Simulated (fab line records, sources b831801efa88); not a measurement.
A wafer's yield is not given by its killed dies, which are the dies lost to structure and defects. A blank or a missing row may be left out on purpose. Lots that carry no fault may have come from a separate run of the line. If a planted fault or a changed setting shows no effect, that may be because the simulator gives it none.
fab line records -- flow sky130
record: lots: 12, wafers: 36, last_day: 50
route steps=708 shown METAL3@563 METAL4@599 VIA4@656 PAD_OPEN@708
lots with no fault: from the same line, run without faults
start_h: the number of hours between the record's first day and the start of the first shown wafer of the lot -- wait_h: how many hours have passed since the lot's step before this one -- " as in the row above -- L1.1+2: a single row standing in for several wafers -- - no value, or no start given -- * or withheld: withheld -- < > ~ a bound
route shown NAME@n: a module of which the file shows steps, and the number in the route of the first -- usual: mean and standard deviation over wafers with no fault -- same: alike in all rows -- chamber/n: place in a boat -- sites: per-site readings -- _std_site: standard deviation of those values -- _edge_site: outer sites' mean less inner sites' -- radius_mm: how far each site lies from the wafer's centre -- mask NAME#n: copy n -- behind: the most recent tool/chamber to have shaped the wafer -- hold: why the lot was held/for how many hours/how that ended -- device: which transistor (n, p or np) failed to switch -- end of line: tests run on the same wafers once the route is complete -- step lacking rows: just its recipe -- killed: the dies lost at the first sort to structure and to defects; this is not the yield of the wafer -- map: a wafer's dies, x killed, . not, _ none there
set.NAME: setting as actually run; set.NAME@STEP: the setting as run at that earlier step -- model.NAME: the simulator's own value behind a step, which no gauge read
the route's steps for a sample of lots (tables are steps, rows are wafers)
services: from which hour (start_h, from the record's first day; less than 0 if before it) a tool's chamber was out of use, for how many hours, and why
== steps ==
step: SKY_METAL3_CD_MEAS_13
recipe: target_cd_nm: 300
usual: cd_nm: 299.9/1.1
lot.wafer,tool,chamber,start_h,wait_h,cd_nm
L496.1,cd_sem-01,-,898.14,-,298.6
L496.4,cd_sem-01,-,898.14,-,299.0
L496.6,cd_sem-01,-,898.14,-,299.0
L498.4,cd_sem-02,-,903.14,-,299.6
L498.5,cd_sem-02,-,903.14,-,298.3
L498.6,cd_sem-02,-,903.14,-,298.2
L499.1,cd_sem-02,-,910.72,-,297.8
L499.2,cd_sem-02,-,910.72,-,298.3
L499.4,cd_sem-02,-,910.72,-,298.3
L503.1,cd_sem-02,-,941.63,-,300.2
L503.2,cd_sem-02,-,941.63,-,299.5
L503.6,cd_sem-02,-,941.63,-,299.1
L502.1,cd_sem-02,-,945.07,-,300.2
L502.2,cd_sem-02,-,945.07,-,301.2
L502.4,cd_sem-02,-,945.07,-,300.3
L506.1,cd_sem-02,-,971.28,-,301.3
L506.2,cd_sem-02,-,971.28,-,300.5
L506.3,cd_sem-02,-,971.28,-,300.0
L507.2,cd_sem-02,-,983.46,-,299.9
L507.3,cd_sem-02,-,983.46,-,298.6
L507.4,cd_sem-02,-,983.46,-,299.2
L508.1,cd_sem-01,-,1025.44,-,299.9
L508.2,cd_sem-01,-,1025.44,-,299.9
L508.5,cd_sem-01,-,1025.44,-,300.6
L513.1,cd_sem-01,-,1034.54,-,299.8
L513.3,cd_sem-01,-,1034.54,-,299.7
L513.5,cd_sem-01,-,1034.54,-,299.4
L514.1,cd_sem-01,-,1038.54,-,299.3
L514.2,cd_sem-01,-,1038.54,-,300.7
L514.3,cd_sem-01,-,1038.54,-,300.6
L518.1,cd_sem-01,-,1055.29,-,300.5
L518.5,cd_sem-01,-,1055.29,-,302.2
L518.6,cd_sem-01,-,1055.29,-,301.8
L519.4,cd_sem-02,-,1060.05,-,300.2
L519.5,cd_sem-02,-,1060.05,-,299.3
L519.6,cd_sem-02,-,1060.05,-,300.6
step: SKY_METAL4_SPUTTER_01
recipe: material: TiN, target_thk_nm: 20, power_w: 6500, time_s: 16.7, chamber_pressure_pa: 0.4
usual: throttle_valve_pct: 29.5/1
lot.wafer,tool,chamber,start_h,wait_h,throttle_valve_pct
L496.1,pvd_sputter-04,-,927.52,0.0,30.9
L496.4,pvd_sputter-04,-,927.52,0.0,29.9
L496.6,pvd_sputter-04,-,927.52,0.0,31.2
L498.4,pvd_sputter-01,-,932.40,0.0,29.7
L498.5,pvd_sputter-01,-,932.40,0.0,27.6
L498.6,pvd_sputter-01,-,932.40,0.0,29.6
L499.1,pvd_sputter-04,-,939.19,0.0,29.2
L499.2,pvd_sputter-04,-,939.19,0.0,30.0
L499.4,pvd_sputter-04,-,939.19,0.0,30.9
L503.1,pvd_sputter-04,-,969.00,0.0,29.8
L503.2,pvd_sputter-04,-,969.00,0.0,30.0
L503.6,pvd_sputter-04,-,969.00,0.0,29.9
L502.1,pvd_sputter-04,-,972.46,0.0,30.0
L502.2,pvd_sputter-04,-,972.46,0.0,29.6
L502.4,pvd_sputter-04,-,972.46,0.0,29.2
L506.1,pvd_sputter-01,-,998.51,0.0,29.6
L506.2,pvd_sputter-01,-,998.51,0.0,30.3
L506.3,pvd_sputter-01,-,998.51,0.0,27.4
L507.2,pvd_sputter-04,-,1009.32,0.0,31.2
L507.3,pvd_sputter-04,-,1009.32,0.0,30.0
L507.4,pvd_sputter-04,-,1009.32,0.0,29.8
L508.1,pvd_sputter-03,-,1051.02,0.0,31.0
L508.2,pvd_sputter-03,-,1051.02,0.0,28.5
L508.5,pvd_sputter-03,-,1051.02,0.0,29.3
L513.1,pvd_sputter-04,-,1059.14,0.0,30.8
L513.3,pvd_sputter-04,-,1059.14,0.0,30.0
L513.5,pvd_sputter-04,-,1059.14,0.0,31.3
L514.1,pvd_sputter-01,-,1063.19,0.0,30.3
L514.2,pvd_sputter-01,-,1063.19,0.0,27.3
L514.3,pvd_sputter-01,-,1063.19,0.0,29.3
L518.1,pvd_sputter-04,-,1079.85,0.0,29.0
L518.5,pvd_sputter-04,-,1079.85,0.0,30.2
L518.6,pvd_sputter-04,-,1079.85,0.0,29.8
L519.4,pvd_sputter-03,-,1084.23,0.0,29.8
L519.5,pvd_sputter-03,-,1084.23,0.0,30.1
L519.6,pvd_sputter-03,-,1084.23,0.0,31.2
step: SKY_METAL4_ETCH_16
recipe: chemistry: N2/H2, target: BARC, ion_energy_ev: 200, bias_w: 100, pressure_mtorr: 30, n2_flow_sccm: 100, h2_flow_sccm: 200, icp_w: 500, stop_on: SiO2, time_s: 88.2, target_depth_a: 600
usual: drypump_motor_current_A: 6.08/0.26, n2_flow_sccm: 100.0/0.35, oes_product_au: 0.625/0.0046, run_length_s: 116.6/0.53, throttle_valve_pct: 13.205/0.0096
lot.wafer,tool,chamber,start_h,wait_h,drypump_motor_current_A,n2_flow_sccm,oes_product_au,rf_hours_counter_h,run_length_s,throttle_valve_pct
L496.1,rie_metal-04,0,976.83,0.0,6.11,99.7,0.624,13,116.5,13.196
L496.4,rie_metal-04,0,976.83,0.0,6.10,99.6,0.615,-,116.2,13.191
L496.6,rie_metal-04,1,976.83,0.0,6.38,99.5,0.617,-,115.5,13.213
L498.4,rie_metal-03,0,982.21,0.0,5.75,100.4,0.625,-,116.9,13.179
L498.5,rie_metal-03,0,982.21,0.0,5.72,100.5,0.626,-,116.7,13.200
L498.6,rie_metal-03,1,982.21,0.0,6.15,99.7,0.617,-,117.0,13.203
L499.1,rie_metal-04,0,988.18,0.0,6.09,100.8,0.629,13,116.2,13.186
L499.2,rie_metal-04,1,988.18,0.0,6.35,99.8,0.616,11,116.4,13.193
L499.4,rie_metal-04,0,988.18,0.0,6.08,100.1,0.620,-,116.3,13.208
L503.1,rie_metal-03,1,1016.22,0.1,6.18,100.0,0.793,12,94.5,13.221
L503.2,rie_metal-03,1,1016.22,0.1,6.18,100.1,0.792,-,94.4,13.203
L503.6,rie_metal-03,1,1016.22,0.1,6.21,100.3,0.803,-,94.1,13.215
L502.1,rie_metal-04,0,1019.69,0.0,6.11,100.2,0.625,15,116.4,13.188
L502.2,rie_metal-04,1,1019.69,0.0,6.33,100.3,0.621,12,115.8,13.197
L502.4,rie_metal-04,0,1019.69,0.0,6.08,100.3,0.627,-,116.2,13.211
L506.1,rie_metal-04,0,1043.41,0.0,6.09,99.9,0.621,17,116.3,13.212
L506.2,rie_metal-04,1,1043.41,0.0,6.32,100.1,0.638,14,115.6,13.204
L506.3,rie_metal-04,0,1043.41,0.0,6.08,100.1,0.629,-,116.3,13.214
L507.2,rie_metal-03,1,1055.03,0.0,6.21,100.2,0.796,14,94.6,13.213
L507.3,rie_metal-03,1,1055.03,0.0,6.22,100.2,0.800,-,94.1,13.213
L507.4,rie_metal-03,0,1055.03,0.0,5.73,100.1,0.795,-,93.8,13.206
L508.1,rie_metal-01,0,1092.97,0.0,5.52,100.3,0.630,21,117.1,13.202
L508.2,rie_metal-01,1,1092.97,0.0,6.27,99.8,0.631,9,116.6,13.181
L508.5,rie_metal-01,0,1092.97,0.0,5.53,100.5,0.626,-,116.4,13.204
L513.1,rie_metal-01,1,1101.89,0.0,6.25,100.1,0.628,10,116.8,13.199
L513.3,rie_metal-01,1,1101.89,0.0,6.24,100.0,0.622,-,116.6,13.216
L513.5,rie_metal-01,1,1101.89,0.0,6.24,99.3,0.632,-,116.5,13.211
L514.1,rie_metal-04,0,1104.88,0.0,6.06,99.8,0.635,21,116.3,13.211
L514.2,rie_metal-04,1,1104.88,0.0,6.34,100.2,0.628,18,115.9,13.198
L514.3,rie_metal-04,0,1104.88,0.0,6.08,100.0,0.621,-,116.3,13.197
L518.1,rie_metal-01,1,1120.07,0.0,6.26,99.7,0.618,11,117.1,13.206
L518.5,rie_metal-01,1,1120.07,0.0,6.26,100.1,0.622,-,117.1,13.207
L518.6,rie_metal-01,0,1120.07,0.0,5.52,100.5,0.629,-,116.3,13.208
L519.4,rie_metal-03,0,1126.26,0.0,5.73,99.7,0.632,-,116.6,13.199
L519.5,rie_metal-03,1,1126.26,0.0,6.17,99.2,0.627,-,117.1,13.207
L519.6,rie_metal-03,0,1126.26,0.0,5.77,100.1,0.623,-,116.5,13.206
step: SKY_VIA4_SPUTTER_17
recipe: material: TiN, target_thk_nm: 20, chamber_pressure_pa: 5, power_w: 4000, time_s: 80
usual: throttle_valve_pct: 29.9/0.84
lot.wafer,tool,chamber,start_h,wait_h,throttle_valve_pct
L496.1,pvd_sputter-02,-,1002.50,0.0,29.0
L496.4,pvd_sputter-02,-,1002.50,0.0,29.0
L496.6,pvd_sputter-02,-,1002.50,0.0,30.9
L498.4,pvd_sputter-04,-,1006.53,0.0,30.0
L498.5,pvd_sputter-04,-,1006.53,0.0,30.1
L498.6,pvd_sputter-04,-,1006.53,0.0,28.9
L499.1,pvd_sputter-04,-,1013.27,0.0,31.2
L499.2,pvd_sputter-04,-,1013.27,0.0,30.1
L499.4,pvd_sputter-04,-,1013.27,0.0,29.1
L503.1,pvd_sputter-02,-,1040.23,0.0,30.8
L503.2,pvd_sputter-02,-,1040.23,0.0,29.2
L503.6,pvd_sputter-02,-,1040.23,0.0,30.3
L502.1,pvd_sputter-02,-,1044.18,0.0,30.4
L502.2,pvd_sputter-02,-,1044.18,0.0,30.8
L502.4,pvd_sputter-02,-,1044.18,0.0,29.0
L506.1,pvd_sputter-03,-,1066.57,0.0,29.2
L506.2,pvd_sputter-03,-,1066.57,0.0,29.8
L506.3,pvd_sputter-03,-,1066.57,0.0,31.2
L507.2,pvd_sputter-03,-,1077.61,0.0,29.3
L507.3,pvd_sputter-03,-,1077.61,0.0,30.1
L507.4,pvd_sputter-03,-,1077.61,0.0,30.9
L508.1,pvd_sputter-04,-,1114.74,0.0,29.9
L508.2,pvd_sputter-04,-,1114.74,0.0,30.9
L508.5,pvd_sputter-04,-,1114.74,0.0,29.9
L513.1,pvd_sputter-04,-,1123.67,0.0,30.1
L513.3,pvd_sputter-04,-,1123.67,0.0,28.8
L513.5,pvd_sputter-04,-,1123.67,0.0,29.2
L514.1,pvd_sputter-03,-,1127.24,0.0,29.7
L514.2,pvd_sputter-03,-,1127.24,0.0,31.0
L514.3,pvd_sputter-03,-,1127.24,0.0,28.8
L518.1,pvd_sputter-03,-,1140.74,0.0,31.1
L518.5,pvd_sputter-03,-,1140.74,0.0,29.2
L518.6,pvd_sputter-03,-,1140.74,0.0,30.9
L519.4,pvd_sputter-02,-,1146.65,0.0,30.6
L519.5,pvd_sputter-02,-,1146.65,0.0,29.6
L519.6,pvd_sputter-02,-,1146.65,0.0,29.4
step: SKY_PAD_OPEN_PROBE_99
usual: defect_limited_yield: 82.6/2, killed_at_M0_to_M3: 43/7.3, killed_at_M4_up: 3.4/1.7, killed_at_contacts: 24/4.5, killed_at_front_end: 16/4.4, killed_at_other: 0.2/0.51, killed_dies: 86/9.7, killed_on_rim: 17/3.7, killed_open: 46/6.6, killed_short: 39/7.1, sort_bin_3_pad_short: 0.9/0.45, sort_bin_5_function: 10.4/1.4, sort_bin_6_memory: 6.2/1.2, sort_n_pass: 406/9.7, sort_yield_pct: 82.6/2
same: gross_dies: 492, killed_at_back_side: 0, sort_bin_4_leakage[%]: 0, sort_bin_8_speed[%]: 0
lot.wafer,tool,chamber,start_h,wait_h,defect_limited_yield[%],killed_at_M0_to_M3,killed_at_M4_up,killed_at_contacts,killed_at_front_end,killed_at_other,killed_dies,killed_on_rim,killed_open,killed_short,sort_bin_3_pad_short[%],sort_bin_5_function[%],sort_bin_6_memory[%],sort_n_pass,sort_yield_pct[%]
L496.1,prober-02,-,1072.78,0.1,81.5,34,4,33,19,1,91,14,53,37,1.0,11.8,5.7,401,81.5
L496.4,prober-02,-,1072.93,0.2,80.9,35,7,27,24,1,94,23,55,38,0.4,10.6,8.1,398,80.9
L496.6,prober-02,-,1073.03,0.2,80.7,45,5,24,20,1,95,15,55,39,1.0,11.0,7.3,397,80.7
L498.4,prober-01,-,1076.83,0.2,85.2,27,5,19,22,0,73,11,43,30,0.8,9.3,4.7,419,85.2
L498.5,prober-01,-,1076.88,0.2,80.7,52,3,24,16,0,95,18,48,46,1.6,11.2,6.5,397,80.7
L498.6,prober-01,-,1076.93,0.2,83.9,40,4,19,16,0,79,14,50,28,0.6,10.4,5.1,413,83.9
L506.1,prober-01,-,1129.91,0.1,83.5,47,2,20,12,0,81,11,50,31,0.4,10.0,6.1,411,83.5
L506.2,prober-01,-,1129.96,0.1,86.0,38,3,17,11,0,69,15,38,31,1.2,9.6,3.3,423,86.0
L506.3,prober-01,-,1130.01,0.2,82.9,40,2,27,15,0,84,17,37,47,1.2,9.8,6.1,408,82.9
L507.4,prober-01,-,1139.32,0.2,82.3,39,3,26,19,0,87,18,50,37,0.4,11.2,6.1,405,82.3
L508.1,prober-01,-,1175.43,0.1,83.7,40,3,24,13,0,80,18,39,40,1.0,10.0,5.3,412,83.7
L508.2,prober-01,-,1175.48,0.1,81.5,37,2,34,17,1,91,28,44,46,0.6,11.4,6.5,401,81.5
L508.5,prober-01,-,1175.63,0.2,83.9,36,2,27,13,1,79,16,36,42,0.8,10.4,4.9,413,83.9
L514.1,prober-01,-,1185.29,0.1,82.3,41,5,23,18,0,87,12,51,36,1.0,9.8,6.9,405,82.3
L514.2,prober-01,-,1185.34,0.1,85.8,45,2,17,6,0,70,10,42,28,0.4,8.5,5.3,422,85.8
L514.3,prober-01,-,1185.39,0.2,82.3,40,1,22,23,1,87,17,42,45,0.6,9.3,7.7,405,82.3
killed by level:class
L496.1 LI_CONTACT:geometric_particle:open=13 VIA1:geometric_particle:open=9 METAL2:geometric_particle:short=9 CONTACT:geometric_particle:short=6 FIELD_ISO:geometric_particle:open=5 CONTACT:geometric_particle:open=5 VIA2:geometric_particle:open=5 LOCAL_INTERCONNECT:geometric_particle:short=4
L496.4 LI_CONTACT:geometric_particle:open=11 FIELD_ISO:geometric_particle:open=9 CONTACT:geometric_particle:open=8 POLY_GATE:geometric_particle:short=6 METAL2:geometric_particle:short=6 METAL1:geometric_particle:short=5 VIA1:geometric_particle:open=5 FIELD_ISO:geometric_particle:short=4
L496.6 VIA2:geometric_particle:open=10 VIA1:geometric_particle:open=8 VIA3:geometric_particle:open=7 FIELD_ISO:geometric_particle:short=6 LI_CONTACT:geometric_particle:open=6 CONTACT:geometric_particle:open=6 CONTACT:geometric_particle:short=5 VIA2:geometric_particle:short=5
L498.4 CONTACT:geometric_particle:open=11 VIA1:geometric_particle:open=9 FIELD_ISO:geometric_particle:open=6 FIELD_ISO:geometric_particle:short=5 POLY_GATE:geometric_particle:short=5 CONTACT:geometric_particle:short=5 VIA2:geometric_particle:open=5 VIA3:geometric_particle:open=4
L498.5 VIA1:geometric_particle:open=10 CONTACT:geometric_particle:short=8 METAL1:geometric_particle:short=7 CONTACT:geometric_particle:open=7 VIA2:geometric_particle:short=7 VIA3:geometric_particle:open=7 FIELD_ISO:geometric_particle:open=6 VIA1:geometric_particle:short=5
L498.6 VIA1:geometric_particle:open=11 CONTACT:geometric_particle:open=9 VIA2:geometric_particle:open=8 VIA3:geometric_particle:short=6 FIELD_ISO:geometric_particle:open=5 CONTACT:geometric_particle:short=5 VIA3:geometric_particle:open=5 LI_CONTACT:geometric_particle:open=4
L506.1 VIA1:geometric_particle:open=17 METAL2:geometric_particle:short=8 CONTACT:geometric_particle:open=8 VIA3:geometric_particle:open=8 LI_CONTACT:geometric_particle:open=6 VIA1:geometric_particle:short=5 METAL1:geometric_particle:short=4 FIELD_ISO:geometric_particle:short=3
L506.2 VIA1:geometric_particle:open=9 VIA3:geometric_particle:open=8 CONTACT:geometric_particle:short=6 CONTACT:geometric_particle:open=5 VIA1:geometric_particle:short=5 FIELD_ISO:geometric_particle:short=4 LI_CONTACT:geometric_particle:open=4 METAL1:geometric_particle:short=4
L506.3 VIA1:geometric_particle:open=12 FIELD_ISO:geometric_particle:short=8 CONTACT:geometric_particle:short=6 LI_CONTACT:geometric_particle:open=5 LI_CONTACT:geometric_particle:short=5 VIA3:geometric_particle:open=5 VIA2:geometric_particle:short=5 LOCAL_INTERCONNECT:geometric_particle:short=5
L507.4 VIA1:geometric_particle:open=14 CONTACT:geometric_particle:open=10 CONTACT:geometric_particle:short=6 VIA3:geometric_particle:open=6 FIELD_ISO:geometric_particle:short=5 FIELD_ISO:geometric_particle:open=5 POLY_GATE:geometric_particle:short=5 VIA3:geometric_particle:short=5
L508.1 CONTACT:geometric_particle:open=10 VIA1:geometric_particle:open=9 METAL1:geometric_particle:short=7 METAL2:geometric_particle:short=7 LI_CONTACT:geometric_particle:open=5 VIA2:geometric_particle:open=5 POLY_GATE:geometric_particle:short=4 FIELD_ISO:geometric_particle:open=3
L508.2 CONTACT:geometric_particle:open=8 VIA1:geometric_particle:open=8 LOCAL_INTERCONNECT:geometric_particle:short=7 CONTACT:geometric_particle:short=7 METAL2:geometric_particle:short=6 POLY_GATE:geometric_particle:short=5 LI_CONTACT:geometric_particle:open=5 VIA2:geometric_particle:open=5
L508.5 CONTACT:geometric_particle:open=10 CONTACT:geometric_particle:short=8 METAL2:geometric_particle:short=8 METAL3:geometric_particle:short=7 LI_CONTACT:geometric_particle:open=6 VIA3:geometric_particle:open=5 POLY_GATE:geometric_particle:short=4 VIA1:geometric_particle:open=4
L514.1 VIA1:geometric_particle:open=17 LI_CONTACT:geometric_particle:open=8 CONTACT:geometric_particle:open=7 POLY_GATE:geometric_particle:short=6 VIA1:geometric_particle:short=5 POLY_GATE:geometric_particle:open=4 VIA3:geometric_particle:open=4 FIELD_ISO:geometric_particle:open=3
L514.2 VIA1:geometric_particle:open=13 CONTACT:geometric_particle:open=9 METAL2:geometric_particle:short=6 VIA2:geometric_particle:open=6 VIA1:geometric_particle:short=5 VIA3:geometric_particle:open=5 METAL1:geometric_particle:short=4 LOCAL_INTERCONNECT:geometric_particle:short=3
L514.3 VIA1:geometric_particle:open=12 CONTACT:geometric_particle:open=7 FIELD_ISO:geometric_particle:open=6 POLY_GATE:geometric_particle:open=6 VIA1:geometric_particle:short=6 CONTACT:geometric_particle:short=5 POLY_GATE:geometric_particle:short=5 METAL2:geometric_particle:short=5
== services ==
tool,chamber,start_h,hours,kind
pvd_sputter-02,-,904.31,11.8,repair
rie_metal-01,1,912.60,-,clean
rie_metal-01,1,912.60,14.2,scheduled_down
pvd_sputter-01,-,925.11,1.4,repair
rie_metal-03,0,927.17,20.9,repair
rie_metal-01,-,980.42,0.4,repair
pvd_sputter-04,-,984.55,0.5,repair
pvd_sputter-03,-,995.72,0.8,repair
pvd_sputter-02,-,997.52,1.9,repair
rie_metal-03,0,997.53,-,clean
rie_metal-03,0,997.53,24.1,scheduled_down
rie_metal-03,0,997.53,24.1,vent_cycle
pvd_sputter-03,-,998.51,4.1,repair
pvd_sputter-04,-,1027.12,3.1,repair
pvd_sputter-01,-,1028.70,2.3,repair
pvd_sputter-03,-,1030.25,5.6,repair
rie_metal-04,1,1048.17,2.6,repair
rie_metal-04,0,1056.61,1.1,repair
pvd_sputter-03,-,1060.27,0.8,repair
pvd_sputter-04,-,1073.60,4.8,repair
pvd_sputter-04,-,1086.52,1.7,repair
pvd_sputter-04,-,1094.89,2.0,repair
rie_metal-03,1,1110.38,10.4,repair
pvd_sputter-03,-,1143.24,0.5,repair
== key ==
first_sign: step: SKY_METAL4_ETCH_16, reading: run_length_s, direction: down, sigmas: 43, usual: *, struck: *
effect: step: SKY_METAL4_ETCH_16, reading: oes_product_au, direction: up, sigmas: 37, usual: 0.625, struck: 0.796
met_at SKY_METAL4_ETCH_16
struck_lots L503,L507
not_acting_at SKY_METAL3_CD_MEAS_13,SKY_METAL4_SPUTTER_01,SKY_VIA4_SPUTTER_17
onset_between 982.21 1016.22
fault: kind: process_parameter_drift, tool: rie_metal-03, chamber: -, onset_h: 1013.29, steps: SKY_METAL4_ETCH_16, channel: time_s, offset: *, shape: step, end_h: 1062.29, acts_in: *, stated: *
